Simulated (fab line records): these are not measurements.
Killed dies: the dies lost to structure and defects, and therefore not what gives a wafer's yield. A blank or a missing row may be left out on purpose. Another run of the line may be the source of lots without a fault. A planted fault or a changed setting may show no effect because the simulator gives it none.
Which tool was responsible?    flow sky130    33 wafers from 11 lots sampled at 2 of the route's 708 steps

WHAT EACH GAUGE READ, for each wafer
SKY_VIA1_CD_MEAS_12: the cd target is 150 nm.
lot   measured      on        cdNm (nm)
L446  day 33 14:34  cdSem-02  152.2 150.8 151.8
L451  day 36 10:38  cdSem-02  152.0 153.3 152.8
L454  day 37 04:37  cdSem-02  151.7 151.9 151.2
L456  day 37 09:43  cdSem-01  151.3 151.1 150.2
L455  day 37 10:07  cdSem-02  150.2 147.8 148.3
L463  day 39 03:32  cdSem-01  149.8 149.4 150.8
L464  day 39 11:37  cdSem-02  150.9 152.5 149.5
L465  day 39 17:31  cdSem-02  153.7 150.8 150.9
L467  day 40 12:37  cdSem-01  150.5 150.3 151.3
L468  day 40 16:05  cdSem-01  145.2 144.9 147.1
L469  day 40 22:19  cdSem-02  150.4 150.5 150.1

EACH LOT AND THE TOOL THAT RAN IT (in order: tool; ch and the chambers of the sampled wafers; start)
lot   SKY_METAL1_METAL_ETCH_19
L446  rieMetal-02 ch 0,1, day 32 10:15
L451  rieMetal-04 ch 1, day 35 06:56
L454  rieMetal-03 ch 0,1, day 36 01:05
L456  rieMetal-02 ch 0, day 36 06:41
L455  rieMetal-04 ch 0,1, day 36 06:55
L463  rieMetal-02 ch 0,1, day 38 01:02
L464  rieMetal-04 ch 0, day 38 10:00
L465  rieMetal-04 ch 0,1, day 38 15:24
L467  rieMetal-03 ch 0,1, day 39 10:34
L468  rieMetal-04 ch 0,1, day 39 15:02
L469  rieMetal-02 ch 0, day 39 21:13
- SKY_METAL1_METAL_ETCH_19: etches the open film in Cl2/BCl3, stops on SiO2, target depth 360 nm, time 78 s.

THE ANSWER, worked out from the rows above alone
Rule: the usual values come from the lots themselves. The widest of any qualifying gaps counts: lots, ordered by their means at a reading, are off when they make up no more than a third of the lots, leave a main group of 4 or more, and stand apart from it by 3 or more times the standard deviation of that group's means. A main group is skipped when, at the precision printed for the reading in the tables above, its means are all equal. Also off: a lot with no number at a reading for which 4 or more lots have one. Any other lot the step has rows for is counted as sound.
No lot is off on any of the readings shown, so nothing can be concluded from this.

WHAT THE SIMULATOR PUT IN
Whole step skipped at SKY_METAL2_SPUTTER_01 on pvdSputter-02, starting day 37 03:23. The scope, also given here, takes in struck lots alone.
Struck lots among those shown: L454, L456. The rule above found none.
